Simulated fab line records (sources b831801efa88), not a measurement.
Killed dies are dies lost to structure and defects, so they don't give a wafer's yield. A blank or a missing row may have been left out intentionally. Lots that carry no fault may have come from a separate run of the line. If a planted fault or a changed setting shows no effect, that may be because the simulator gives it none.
Which tool is to blame? | flow gf180mcu | 20 wafers from 7 lots sampled at 2 of the route's 602 steps

## WHAT THE GAUGES SHOWED, per wafer
GF_MVPSD_OVL_MEAS_07.
lot  | measured     | on         | MVPSD_OVL (nm)
L483 | day 5 06:43  | overlay-02 | -0.2 0.6 0.1
L486 | day 6 03:11  | overlay-01 | -3.2 0.0 -2.4
L493 | day 7 19:17  | overlay-02 | 1.6 -2.3 -1.5
L496 | day 8 12:22  | overlay-02 | - - -
L499 | day 9 05:53  | overlay-01 | -3.1 -1.9 -0.4
L501 | day 9 18:23  | overlay-02 | -0.5 -3.4 -0.5
L504 | day 10 11:23 | overlay-01 | 0.5 -1.0

## EACH LOT AND THE TOOL THAT RAN IT (in order: tool; ch and the chambers of the sampled wafers; start)
lot  | GF_MVPSD_COAT_02
L483 | litho-track-02 ch 0, day 4 23:20
L486 | litho-track-03 ch 0, day 5 19:26
L493 | litho-track-04 ch 0, day 7 10:52
L496 | litho-track-02, day 8 03:49
L499 | litho-track-02 ch 0, day 8 21:10
L501 | litho-track-04 ch 0, day 9 09:25
L504 | litho-track-02 ch 0, day 10 01:38
- GF_MVPSD_COAT_02: resist thk 3000 nm.

## THE ANSWER, worked out from the rows above alone
Rule: what is usual is taken from the lots themselves. Put in order of their means at a reading, lots are off if they are a third of the lots or fewer, leave a main group of 4 or more, and stand apart from it by a gap of 3 or more times the standard deviation of the main group's means; of several such gaps the widest counts. A main group whose means are all the same, to the digits that the tables above print for the reading, isn't used. Also off: a lot with no number at a reading for which 4 or more lots have one. Where the step has rows for the other lots, those lots are counted as sound.
Off: L496, seen at GF_MVPSD_OVL_MEAS_07 (MVPSD_OVL). Without a number there: L496. Main group: mean -1.0 nm, sd 0.77.
A tool fits if, at a process step before that reading, it ran every lot that is off, and no sound lot after the first of them. The gauges at GF_MVPSD_OVL_MEAS_07 are tried like those tools. None of those tried fits.

## WHAT HAD BEEN PUT IN BY THE SIMULATOR
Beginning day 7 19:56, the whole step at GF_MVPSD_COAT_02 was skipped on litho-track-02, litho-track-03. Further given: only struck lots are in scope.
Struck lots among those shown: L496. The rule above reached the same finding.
